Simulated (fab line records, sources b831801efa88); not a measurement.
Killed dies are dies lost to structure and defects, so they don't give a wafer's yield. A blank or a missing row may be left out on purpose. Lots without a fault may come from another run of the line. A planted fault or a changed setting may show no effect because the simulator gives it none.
Which tool did it? | flow sky130 | 12 lots, 36 wafers sampled, at 4 steps of a route of 708

WHAT THE GAUGES READ, wafer by wafer
SKY_METAL1_CD_MEAS_15: target cd 140 nm.
lot  | measured     | on        | cd_nm (nm)
L252 | day 33 02:07 | cd_sem-02 | 138.3 138.4 138.7
L257 | day 34 06:13 | cd_sem-02 | 140.5 140.7 141.8
L261 | day 36 00:10 | cd_sem-02 | 141.1 142.3 140.4
L265 | day 37 05:35 | cd_sem-02 | 138.5 139.8 139.3
L266 | day 37 06:35 | cd_sem-01 | 137.9 139.7 138.0
L269 | day 38 05:56 | cd_sem-02 | 142.5 143.4 141.3
L270 | day 38 13:23 | cd_sem-01 | 139.2 138.6 138.5
L271 | day 39 06:38 | cd_sem-01 | 138.3 139.4 137.8
L272 | day 39 07:18 | cd_sem-02 | 140.8 141.6 142.8
L273 | day 39 09:42 | cd_sem-02 | 142.0 142.0 141.8
L274 | day 39 14:04 | cd_sem-02 | 141.4 139.9 142.1
L275 | day 40 08:23 | cd_sem-01 | 139.2 140.1 140.8

WHICH TOOL RAN EACH LOT (tool, then ch and the chambers of the sampled wafers, then the start)
lot  | SKY_CONTACT_ETCH_18                           | SKY_METAL1_SPUTTER_04        | SKY_METAL1_SOFTBAKE_11
L252 | rie_diel-02 ch 0,2,3, day 31 23:16 or earlier | pvd_sputter-02, day 31 23:16 | litho_track-03 ch 0, day 32 12:00
L257 | rie_diel-02 ch 0,1,3, day 33 03:16 or earlier | pvd_sputter-01, day 33 03:16 | litho_track-01 ch 0, day 33 16:00
L261 | rie_diel-02 ch 0,2, day 34 21:34 or earlier   | pvd_sputter-02, day 34 21:34 | litho_track-01 ch 0, day 35 11:00
L265 | rie_diel-01 ch 0,1,2, day 36 03:05 or earlier | pvd_sputter-01, day 36 03:05 | litho_track-02 ch 0, day 36 16:00
L266 | rie_diel-02 ch 0,1,3, day 36 03:47 or earlier | pvd_sputter-04, day 36 03:47 | litho_track-02 ch 0, day 36 17:00
L269 | rie_diel-02 ch 0,1, day 37 02:55 or earlier   | pvd_sputter-02, day 37 02:55 | litho_track-01 ch 0, day 37 17:00
L270 | rie_diel-02 ch 0,1,2, day 37 11:00 or earlier | pvd_sputter-04, day 37 11:00 | litho_track-01 ch 0, day 37 23:00
L271 | rie_diel-02 ch 1,2,3, day 38 04:55 or earlier | pvd_sputter-02, day 38 04:55 | litho_track-02 ch 0, day 38 18:00
L272 | rie_diel-04 ch 1,2, day 38 05:14 or earlier   | pvd_sputter-04, day 38 05:14 | litho_track-01 ch 0, day 38 19:00
L273 | rie_diel-02 ch 0,1,2, day 38 08:41 or earlier | pvd_sputter-02, day 38 08:41 | litho_track-01 ch 0, day 38 22:00
L274 | rie_diel-01 ch 0,1,2, day 38 12:43 or earlier | pvd_sputter-02, day 38 12:43 | litho_track-03 ch 0, day 39 01:00
L275 | rie_diel-04 ch 1,2,3, day 39 07:08 or earlier | pvd_sputter-04, day 39 07:08 | litho_track-01 ch 0, day 39 20:00
- SKY_CONTACT_ETCH_18: etches Si3N4 in CHF3/O2, stops on TiN, time 39 s, target depth 75 nm.
- SKY_METAL1_SPUTTER_04: material TiN, target thk 70 nm, time 58.3 s.
- SKY_METAL1_SOFTBAKE_11: time 90 s.

WHAT THE TOOLS THEMSELVES READ (means of the sampled wafers that have a number; where no wafer has one, the mark that the record gives instead)
SKY_CONTACT_ETCH_18.
lot  | tool        | drypump_motor_current_A (A) | oes_product_au (a.u.) | throttle_valve_pct (%)
L252 | rie_diel-02 | 5.7                         | 0.855                 | 8.786
L257 | rie_diel-02 | 5.6                         | 0.861                 | 8.805
L261 | rie_diel-02 | 6.2                         | 0.846                 | 8.792
L265 | rie_diel-01 | 5.6                         | 0.848                 | 8.792
L266 | rie_diel-02 | 5.6                         | 0.861                 | 8.798
L269 | rie_diel-02 | 6.0                         | 0.853                 | 8.783
L270 | rie_diel-02 | 6.2                         | 0.863                 | 8.790
L271 | rie_diel-02 | 5.8                         | 0.843                 | 8.795
L272 | rie_diel-04 | 6.3                         | 0.851                 | 8.790
L273 | rie_diel-02 | 6.1                         | 0.859                 | 8.782
L274 | rie_diel-01 | 5.6                         | 0.854                 | 8.795
L275 | rie_diel-04 | 6.3                         | 0.851                 | 8.788

SKY_METAL1_SPUTTER_04.
lot  | tool           | cathode_dc_power_W (W) | throttle_valve_pct (%)
L252 | pvd_sputter-02 | 6429.7                 | 29.5
L257 | pvd_sputter-01 | 6430.1                 | 32.1
L261 | pvd_sputter-02 | 6429.8                 | 29.7
L265 | pvd_sputter-01 | 6428.9                 | 31.9
L266 | pvd_sputter-04 | 6429.7                 | 30.2
L269 | pvd_sputter-02 | 6431.2                 | 29.0
L270 | pvd_sputter-04 | 6429.5                 | 30.6
L271 | pvd_sputter-02 | 6429.5                 | 29.0
L272 | pvd_sputter-04 | 6429.6                 | 30.9
L273 | pvd_sputter-02 | 6430.3                 | 29.2
L274 | pvd_sputter-02 | 6429.8                 | 30.2
L275 | pvd_sputter-04 | 6429.2                 | 29.5

SKY_METAL1_SOFTBAKE_11.
lot  | tool           | heater_power_total_W (W) | run_length_s (s)
L252 | litho_track-03 | 57.34                    | 119.40
L257 | litho_track-01 | 58.87                    | 112.11
L261 | litho_track-01 | 58.82                    | 112.09
L265 | litho_track-02 | 57.26                    | 119.16
L266 | litho_track-02 | 57.29                    | 119.08
L269 | litho_track-01 | 57.50                    | 119.04
L270 | litho_track-01 | 57.39                    | 118.84
L271 | litho_track-02 | 57.46                    | 118.97
L272 | litho_track-01 | 57.33                    | 118.91
L273 | litho_track-01 | 57.48                    | 118.84
L274 | litho_track-03 | 57.37                    | 119.53
L275 | litho_track-01 | 57.36                    | 119.03

THE ANSWER, worked out from the rows above alone
Rule: what is usual is taken from the lots themselves. Put in order of their means at a reading, lots are off if they are a third of the lots or fewer, leave a main group of 4 or more, and stand apart from it by a gap of 3 or more times the standard deviation of the main group's means; of several such gaps the widest counts. A main group whose means are all the same, to the digits that the tables above print for the reading, isn't used. A lot without any number at a reading at which 4 lots or more have one is off too. The other lots that the step has rows for count as sound. The gauges are gone through in route order, then the tools' own readings, and for those a lot's mean is taken as printed above. The first step at which some lot is off is used, and at that step the reading that is off furthest; a lot without a number counts as furthest.
Off: L257, L261, at SKY_METAL1_SOFTBAKE_11 (run_length_s). The main group: mean 119.08 s, standard deviation 0.22.
A tool fits if, at that step or a process step before it, it ran every lot that is off, and no sound lot after the first of them. SKY_CONTACT_ETCH_18 gives no start for some lots, so the hours and the order of its lots are those of SKY_METAL1_SPUTTER_04. None of those tried fits.

WHAT THE SIMULATOR HAD PUT IN
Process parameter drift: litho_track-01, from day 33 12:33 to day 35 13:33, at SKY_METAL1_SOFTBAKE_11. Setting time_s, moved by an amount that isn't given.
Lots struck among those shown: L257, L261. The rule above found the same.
